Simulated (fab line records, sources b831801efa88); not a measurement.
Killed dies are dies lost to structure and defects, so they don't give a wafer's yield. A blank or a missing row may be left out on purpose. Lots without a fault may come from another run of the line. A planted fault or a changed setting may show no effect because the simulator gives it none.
Which tool did it? | flow sky130 | 12 lots, 36 wafers sampled, at 2 steps of a route of 708

WHAT THE GAUGES READ, wafer by wafer
SKY_VIA1_OVL_MEAS_13.
lot  | measured     | on         | VIA1_OVL (nm)
L075 | day 34 03:09 | overlay-02 | 5 7 6
L077 | day 34 14:44 | overlay-02 | -2 -5 -5
L079 | day 36 04:24 | overlay-02 | 5 1 0
L081 | day 36 07:27 | overlay-02 | 4 8 13
L083 | day 36 19:16 | overlay-02 | 8 9 9
L084 | day 37 08:10 | overlay-01 | -4 -1 0
L087 | day 37 21:19 | overlay-01 | -7 1 -3
L090 | day 39 09:16 | overlay-01 | -9 -2 -6
L089 | day 39 16:19 | overlay-02 | 8 3 3
L093 | day 39 20:11 | overlay-02 | 10 1 4
L095 | day 40 23:21 | overlay-02 | 13 15 16
L096 | day 41 04:27 | overlay-02 | 7 -3 4

WHICH TOOL RAN EACH LOT (tool, then ch and the chambers of the sampled wafers, then the start)
lot  | SKY_CONTACT_CVD_24
L075 | cvd_w-01 ch 0, day 31 19:36
L077 | cvd_w-02 ch 0,1, day 32 07:43
L079 | cvd_w-01 ch 1, day 33 22:19
L081 | cvd_w-01 ch 0,1, day 34 00:14
L083 | cvd_w-01 ch 0,1, day 34 13:41
L084 | cvd_w-01 ch 0,1, day 35 02:15
L087 | cvd_w-01 ch 0,1, day 35 15:58
L090 | cvd_w-01 ch 0, day 37 05:26
L089 | cvd_w-01 ch 0, day 37 12:46
L093 | cvd_w-02 ch 0,1, day 37 15:59
L095 | cvd_w-01 ch 0,1, day 38 21:14
L096 | cvd_w-01 ch 0,1, day 39 02:01
- SKY_CONTACT_CVD_24: deposits W, target thk 340 nm, time 102.12 s.

THE ANSWER, worked out from the rows above alone
Rule: what is usual is taken from the lots themselves. Put in order of their means at a reading, lots are off if they are a third of the lots or fewer, leave a main group of 4 or more, and stand apart from it by a gap of 3 or more times the standard deviation of the main group's means; of several such gaps the widest counts. A main group whose means are all the same, to the digits that the tables above print for the reading, isn't used. A lot without any number at a reading at which 4 lots or more have one is off too. The other lots that the step has rows for count as sound.
No lot is off at any reading shown: from this, nothing can be told.

WHAT THE SIMULATOR HAD PUT IN
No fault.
